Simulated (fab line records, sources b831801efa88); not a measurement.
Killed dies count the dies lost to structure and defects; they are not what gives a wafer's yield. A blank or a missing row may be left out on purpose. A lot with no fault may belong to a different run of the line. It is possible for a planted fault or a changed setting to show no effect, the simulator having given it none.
Comparing a struck lot with a sound one / flow sky130 / 15 out of 708 route steps
Sound: the wafers L753.1, L753.2, L753.6. Struck: wafers L764.2, L764.3, L764.5. At the end, the cause is stated.
Each step with rows lists, per side, the tool, then ch with its chambers, then its first start. Under that, the readings that differ: sound wafers / struck wafers / difference of the means / sigmas: that difference in standard deviations of wafers without a fault.
alike: same words and numbers on both sides, and readings whose means sit less than 2 such deviations apart. not compared: any withheld reading, any reading some wafer has no value for, any bound like >300 that may hide the same value, and any number with overlapping values for which the record gives no deviation.
A row with sigmas, a row that says differs or no value, or rows on one side alone: a step with any of these is where the two part. Numbers that have no deviation but don't overlap get no sigmas and don't part them. Lack of a reading on every wafer of one side parts them only where that side has two or more wafers.

SKY_VIA2_BOW_MEAS_03:
  struck on film_metro-01, day 40 22:22; sound on film_metro-03, day 38 05:01
  alike: VIA2_BOW
then, 8 steps without rows for these wafers: SKY_VIA2_DEHYDRATE_04 (time 60 s); SKY_VIA2_HMDS_05 (prime time 60 s); SKY_VIA2_COAT_06 (resist thk 60 nm); SKY_VIA2_COAT_07 (resist thk 450 nm); SKY_VIA2_SOFTBAKE_08 (time 90 s); SKY_VIA2_EXPOSE_09 (exposes mask VIM2, target cd 200 nm); SKY_VIA2_PEB_10; SKY_VIA2_DEVELOP_11 (develop time 60 s).
SKY_VIA2_CD_MEAS_12 targets a cd of 200 nm.
  struck on cd_sem-01, day 41 21:45; sound on cd_sem-02, day 39 06:12
  alike: cd_nm
SKY_VIA2_OVL_MEAS_13:
  struck on overlay-01, day 41 21:51; sound on overlay-01, day 39 06:19
  alike: VIA2_OVL
SKY_VIA2_ETCH_14: etches BARC in N2/H2, stops on SiO2, time 44.46 s, target depth 60 nm.
  sound on rie_diel-03 ch 0,2, day 39 06:22; struck on rie_diel-02 ch 0,1, day 41 21:53
  alike: drypump_motor_current_A, oes_product_au, throttle_valve_pct
  not compared: rf_hours_counter_h
SKY_VIA2_ETCH_15: etches SiO2 in C4F8/O2/Ar, stops on TiN, target depth 546 nm, time 84 s.
  sound on rie_diel-03 ch 0,2, day 39 06:24; struck on rie_diel-02 ch 0,1, day 41 21:55
reading=oes_product_au (a.u.); sound=0.935 0.943 0.940; struck=0.922 0.923 0.919; difference=-0.018; sigmas=-4
reading=run_length_s (s); sound=112.1 113.1 113.0; struck=115.4 115.4 116.3; difference=+3.0; sigmas=+8
reading=model.TiN_of_METAL2_SPUTTER_04.thk_nm (nm); sound=69.84 71.19 71.15; struck=67.89 69.27 67.99; difference=-2.34; sigmas=
  not compared: rf_hours_counter_h
SKY_VIA2_STRIP_16: strips in O2/N2.
  sound on plasma_asher-02 ch 0,1, day 39 06:28; struck on plasma_asher-03 ch 0, day 41 21:59
  alike: drypump_motor_current_A, oes_product_au, strip_time_to_endpoint_s
  not compared: rf_hours_counter_h
SKY_PAD_OPEN_PROBE_99:
  rows exist in the record for the sound wafers here (prober-01, day 48 00:53), none for the struck ones

WHERE THEY PART
Earliest at SKY_VIA2_ETCH_15; latest, in this record, at SKY_PAD_OPEN_PROBE_99.

WHY: what the simulator had put in
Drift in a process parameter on rie_diel-02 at SKY_VIA2_ETCH_15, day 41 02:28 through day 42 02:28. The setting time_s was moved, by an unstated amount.
